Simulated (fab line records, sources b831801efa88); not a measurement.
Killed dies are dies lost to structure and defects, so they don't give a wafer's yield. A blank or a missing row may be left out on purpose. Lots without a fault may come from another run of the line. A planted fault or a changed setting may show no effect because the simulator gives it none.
fab line records | flow sky130
record lots=4 wafers=12 last_day=50
route steps=708 shown LDD_LDN@292 SPACER@304 POLY_CUT@307 SD_P@320 RES_XHIGH@332 SALICIDE@361
lots that met no fault: from a run of the same line without faults
start_h: hours from the record's first day to the start of the lot's first wafer shown | wait_h: hours since the lot's step before | " the same as in the row above | L1.1+2: a row that stands for several wafers | - no value, or no start given | * or withheld: withheld | < > ~ a bound
route shown NAME@n: a module of which the file shows steps, and the number in the route of the first | usual: mean/standard deviation of fault-free wafers | same: alike in all rows | chamber/n: place in a boat | sites: the reading at each site | _std_site: their standard deviation | _edge_site: outer sites' mean less inner sites' | radius_mm: how far each site lies from the wafer's centre | mask NAME#n: copy n | behind: the tool/chamber that last shaped the wafer | hold: why the lot was held/for how many hours/how that ended | device: the transistor (n, p or np) that didn't switch | end of line: the same wafers' tests at the end of the route | a step without rows: its recipe alone | killed: dies lost to structure and defects at the first sort, not the wafer's yield | map: a wafer's dies, x killed, . not, _ none there
set.NAME: the setting as run; set.NAME@STEP: as run at that earlier step | model.NAME: the simulator's own value behind a step, which no gauge read
lots at some steps of the route; a table a step, a row a wafer
services: from which hour (start_h, from the record's first day; less than 0 if before it) a tool's chamber was out of use, for how many hours, and why
## steps
# step SKY_LDD_LDN_SOFTBAKE_03
# recipe temp_c=90 time_s=60 resist=NOVOLAK
# step SKY_LDD_LDN_EXPOSE_04
# recipe mask_id=LDNTM na=0.6 source_shape=conventional sigma_outer=0.6 polarization=unpolarized target_cd_nm=700 dose_mj=140
# step SKY_LDD_LDN_PEB_05
# recipe temp_c=withheld time_s=* resist=NOVOLAK
# step SKY_LDD_LDN_DEVELOP_06
# recipe resist=NOVOLAK developer=TMAH develop_time_s=60 dev_temp_c=23
# step SKY_LDD_LDN_IMPLANT_08
# recipe species=As energy_kev=15 dose_cm2=1.25e+13 tilt_deg=withheld rotation_deg=23
# step SKY_LDD_LDN_IMPLANT_09
# recipe species=As energy_kev=15 dose_cm2=1.25e+13 tilt_deg=withheld rotation_deg=113
# step SKY_LDD_LDN_IMPLANT_10
# recipe species=As energy_kev=15 dose_cm2=1.25e+13 tilt_deg=withheld rotation_deg=203
# step SKY_LDD_LDN_IMPLANT_11
# recipe species=As energy_kev=15 dose_cm2=1.25e+13 tilt_deg=withheld rotation_deg=293
# step SKY_LDD_LDN_STRIP_12
# recipe chemistry=O2/N2 power_w=1400 pressure_mtorr=1500 platen_temp_c=withheld o2_flow_sccm=3000 n2_flow_sccm=300 overash_fraction=0.5
# step SKY_LDD_LDN_CLEAN_14
# recipe chemistry=SC1/SC2 mix=1:4:20 temp_c=70 time_s=150 dry=n2_spin
# step SKY_SPACER_CVD_00
# recipe material=Si3N4 precursor=DCS/NH3 target_thk_nm=43.1 temp_c=770 time_s=740 pressure_mtorr=250
# columns lot.wafer tool chamber start_h wait_h model.Si3N4_of_SPACER_CVD_00.thk_nm
L236.4 lpcvd-02 1 563.82 0.0 46.06
L236.5 " 1 " " 46.08
L236.6 " 1 " " 45.99
L237.2 lpcvd-02 1 573.95 0.5 46.2
L237.4 " 1 " " 46.54
L237.5 " 1 " " 46.57
L245.1 lpcvd-02 0 645.99 0.7 42.72
L245.4 " 0 " " 42.86
L245.6 " 0 " " 42.84
L251.2+6 lpcvd-02 0 709.31 0.6 43.38
L251.4 " 0 " " 43.35
# step SKY_SPACER_THK_MEAS_01
# recipe reads=Si3N4_of_SPACER_CVD_00
# usual SPACER_CVD_00_THK=43.0/0.41
# columns lot.wafer tool chamber start_h wait_h SPACER_CVD_00_THK[nm]
L236.4 film_metro-03 - 565.06 0.0 46.0
L236.5 " - " " 46.0
L236.6 " - " " 46.0
L237.2 film_metro-04 - 575.17 0.0 46.2
L237.4 " - " " 46.6
L237.5 " - " " 46.6
L245.1 film_metro-04 - 647.20 0.0 42.7
L245.4 " - " " 42.9
L245.6 " - " " 42.9
L251.2 film_metro-03 - 710.52 0.0 43.3
L251.4 " - " " 43.3
L251.6 " - " " 43.4
# step SKY_SPACER_ETCHBACK_02
# recipe chemistry=CH3F/O2 target=Si3N4 stop_on=SiO2 source_w=400 bias_w=80 pressure_mtorr=25 ch3f_flow_sccm=40 O2_flow_sccm=30 time_s=46.7 target_depth_a=450
# usual chamber_pressure_mTorr=25.000/0.024 drypump_motor_current_A=5.9/0.5 oes_product_au=0.854/0.0065 throttle_valve_pct=10.562/0.0087
# columns lot.wafer tool chamber start_h wait_h chamber_pressure_mTorr drypump_motor_current_A oes_product_au rf_hours_counter_h throttle_valve_pct model.etch.depth_nm
L236.4 rie_diel-03 3 565.09 0.0 25.015 5.9 0.892 3 10.555 46.06
L236.5 " 1 " " 25.001 6.4 0.887 - 10.568 46.08
L236.6 " 0 " " 24.965 6.4 0.890 - 10.564 45.99
L237.2 rie_diel-03 1 575.22 0.0 25.001 6.5 0.874 68 10.560 46.2
L237.4 " 3 " " 24.937 5.9 0.894 3 10.556 46.54
L237.5 " 2 " " 24.996 5.7 0.890 - 10.573 46.57
L245.1 rie_diel-01 3 647.26 0.1 25.029 5.5 0.854 8 10.575 42.72
L245.4 " 2 " " 25.030 5.0 0.860 12 10.551 42.86
L245.6 " 3 " " 24.983 5.4 0.848 - 10.560 42.84
L251.2 rie_diel-01 2 710.57 0.0 25.039 5.0 0.862 13 10.559 43.38
L251.4 " 3 " " 24.995 5.4 0.860 - 10.545 43.35
L251.6 " 2 " " 25.012 5.0 0.855 - 10.555 43.38
# step SKY_POLY_CUT_DEHYDRATE_00
# recipe temp_c=200 time_s=60
# step SKY_POLY_CUT_HMDS_01
# recipe prime_time_s=60 prime_temp_c=120
# step SKY_POLY_CUT_COAT_02
# recipe resist=BARC temp_c=withheld time_s=withheld spin_rpm=3000 resist_thk_nm=60
# step SKY_POLY_CUT_COAT_03
# recipe resist=KrF-thick spin_rpm=3000 resist_thk_nm=450
# step SKY_POLY_CUT_SOFTBAKE_04
# recipe temp_c=100 time_s=90 resist=KrF-thick
# step SKY_POLY_CUT_EXPOSE_05
# recipe mask_id=NPCM na=0.8 source_shape=annular sigma_inner=0.55 sigma_outer=0.85 target_cd_nm=270 dose_mj=32
# step SKY_POLY_CUT_PEB_06
# recipe peb_temp_c=withheld peb_time_s=withheld resist=KrF-thick
# step SKY_POLY_CUT_DEVELOP_07
# recipe develop_time_s=60 resist=KrF-thick dev_temp_c=21
# step SKY_POLY_CUT_ETCH_10
# recipe chemistry=N2/H2 target=BARC ion_energy_ev=200 source_w=500 bias_w=103.7 pressure_mtorr=30 n2_flow_sccm=100 h2_flow_sccm=200 stop_on=SiO2 time_s=45.9 target_depth_a=600
# step SKY_POLY_CUT_ETCH_11
# recipe target=Si3N4 chemistry=CF4/CH2F2/Ar stop_on=poly-Si source_w=600 bias_w=150 pressure_mtorr=40 cf4_flow_sccm=40 ch2f2_flow_sccm=20 Ar_flow_sccm=150 time_s=42.5 target_depth_a=600
# step SKY_POLY_CUT_STRIP_12
# recipe chemistry=O2/N2 power_w=1400 pressure_mtorr=1500 platen_temp_c=withheld o2_flow_sccm=3000 n2_flow_sccm=300 overash_fraction=0.5
# step SKY_SD_P_DEHYDRATE_00
# recipe temp_c=200 time_s=60
# step SKY_SD_P_HMDS_01
# recipe prime_time_s=60 prime_temp_c=120
# step SKY_SD_P_COAT_02
# recipe resist=NOVOLAK spin_rpm=3000 resist_thk_nm=1140
# step SKY_SD_P_SOFTBAKE_03
# recipe temp_c=90 time_s=60 resist=NOVOLAK
# step SKY_SD_P_EXPOSE_04
# recipe mask_id=PSDM na=0.6 source_shape=conventional sigma_outer=0.6 polarization=unpolarized target_cd_nm=380 dose_mj=138
# step SKY_SD_P_PEB_05
# recipe temp_c=withheld time_s=* resist=NOVOLAK
# step SKY_SD_P_DEVELOP_06
# recipe resist=NOVOLAK developer=TMAH develop_time_s=58.02 dev_temp_c=23
# step SKY_SD_P_IMPLANT_09
# recipe species=BF2 energy_kev=20 dose_cm2=3e+15 tilt_deg=0
# step SKY_SD_P_STRIP_10
# recipe chemistry=O2/N2 power_w=1400 pressure_mtorr=1500 platen_temp_c=withheld o2_flow_sccm=3000 n2_flow_sccm=300 overash_fraction=0.5
# step SKY_RES_XHIGH_DEHYDRATE_00
# recipe temp_c=200 time_s=60
# step SKY_RES_XHIGH_HMDS_01
# recipe prime_time_s=60 prime_temp_c=120
# step SKY_SALICIDE_CLEAN_00
# recipe chemistry=HF-last time_s=30 dilution=100:1 dry=ipa_marangoni
# columns lot.wafer tool chamber start_h wait_h model.Si3N4_of_SPACER_CVD_00.thk_nm
L236.4 wet_bench-04 2 681.62 0.0 45.08
L236.5 " 2 " " 45.09
L236.6 " 2 " " 45.01
L237.2 wet_bench-03 2 692.18 0.1 45.23
L237.4 " 2 " " 45.57
L237.5 " 2 " " 45.6
L245.1 wet_bench-02 3 759.02 0.1 41.73
L245.4 " 3 " " 41.88
L245.6 " 3 " " 41.85
L251.2+6 wet_bench-03 0 818.71 0.1 42.41
L251.4 " 0 " " 42.37
## services
# columns tool chamber start_h hours kind
wet_bench-03 - 548.74 2.2 repair
rie_diel-03 1 550.03 5.7 repair
rie_diel-01 2 553.64 15.2 repair
wet_bench-02 - 578.03 2.9 repair
lpcvd-02 - 616.72 0.8 repair
rie_diel-03 0 622.67 2.3 repair
rie_diel-03 1 629.96 9.0 repair
rie_diel-03 1 639.00 - clean
rie_diel-03 1 639.00 16.7 scheduled_down
rie_diel-03 1 639.00 16.7 vent_cycle
rie_diel-03 2 655.71 - clean
rie_diel-03 2 655.71 26.6 scheduled_down
rie_diel-03 2 655.71 26.6 vent_cycle
rie_diel-01 3 686.73 1.7 repair
rie_diel-01 3 694.75 5.0 repair
rie_diel-03 0 702.72 2.8 repair
rie_diel-03 1 705.07 7.0 repair
rie_diel-01 1 708.59 7.1 repair
rie_diel-03 - 713.09 0.7 repair
rie_diel-03 0 715.20 4.0 repair
rie_diel-03 2 747.96 1.6 repair
lpcvd-02 - 776.63 1.1 repair
rie_diel-03 0 801.24 - clean
rie_diel-01 1 802.71 4.0 repair
## key
first_sign step=SKY_SPACER_THK_MEAS_01 reading=SPACER_CVD_00_THK direction=up sigmas=7.9 usual=43.0 struck=46.2
effect step=SKY_SPACER_ETCHBACK_02 reading=oes_product_au direction=up sigmas=5.2 usual=0.854 struck=0.888
model_effect step=SKY_SPACER_CVD_00 value=Si3N4_of_SPACER_CVD_00.thk_nm without=43.02 struck=46.24
model_effect step=SKY_SPACER_ETCHBACK_02 value=etch.depth_nm without=43.02 struck=46.24
model_effect step=SKY_SALICIDE_CLEAN_00 value=Si3N4_of_SPACER_CVD_00.thk_nm without=42.04 struck=45.26
met_at SKY_SPACER_CVD_00
struck_wafers L236.4,L236.5,L236.6,L237.2,L237.4,L237.5
tester_left_out L236,L237
fault kind=process_parameter_drift tool=lpcvd-02 chamber=1 onset_h=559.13 steps=SKY_SPACER_CVD_00 channel=target_thk_nm offset=3.2213 shape=step end_h=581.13 acts_in=these_recipes_only stated=43.1
# tester_left_out: of these lots the tester's yield and bins aren't shown, on N5 and GAA mostly nor the transistor test; their killed dies are dies lost to structure and defects alone, not to doping, threshold or leakage, so they don't give the yield
